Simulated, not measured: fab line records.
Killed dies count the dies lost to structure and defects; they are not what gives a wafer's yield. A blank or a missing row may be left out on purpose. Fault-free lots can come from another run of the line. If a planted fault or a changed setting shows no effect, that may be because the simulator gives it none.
Matching of chambers ; flow gf180mcu ; 4 sister chambers for GF_V3_ETCH_16 on rie_diel-02
The step etches BARC in N2/H2. 4 wafers are shown with their chamber, then 7 later ones without.

## WAFERS, EACH WITH ITS CHAMBER
wafer;chamber;throttle_valve_pct (%)
L083.6;1;13.228
L084.5;3;13.234
L090.1;0;13.217
L090.2;2;13.227

## WAFERS WHOSE CHAMBER IS MISSING
wafer;throttle_valve_pct (%)
L090.3;13.224
L090.4;13.208
L090.5;13.245
L090.6;13.235
L095.1;13.215
L095.3;13.235
L095.4;13.230

## CHAMBER TAKEN BY EACH
wafer;from the rows above;in truth
L090.3;can't be placed: 2 or 1 or 0 or 3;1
L090.4;can't be placed: 0 or 2 or 1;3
L090.5;can't be placed: 3 or 1 or 2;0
L090.6;can't be placed: 3 or 1 or 2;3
L095.1;can't be placed: 0 or 2 or 1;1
L095.3;can't be placed: 3 or 1 or 2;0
L095.4;can't be placed: 1 or 2 or 3 or 0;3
Correct placement for 0 of the 7. Not placeable from these rows: 7 (in 4, the candidates include the true chamber). 0 placed wrongly.
How it was worked out, from the rows above alone: a wafer's distance from a chamber is the root of the sum, over the readings, of the square of ((its reading less the chamber's mean) divided by the reading's scatter). The wafer belongs to the nearest chamber; if the next one is less than 2 further off, it can't be placed. The mean given for a chamber averages the wafers shown for that chamber. The scatter: with one shown wafer a chamber, the root of the mean of the squares of how far each hidden wafer lies from its nearest shown one.
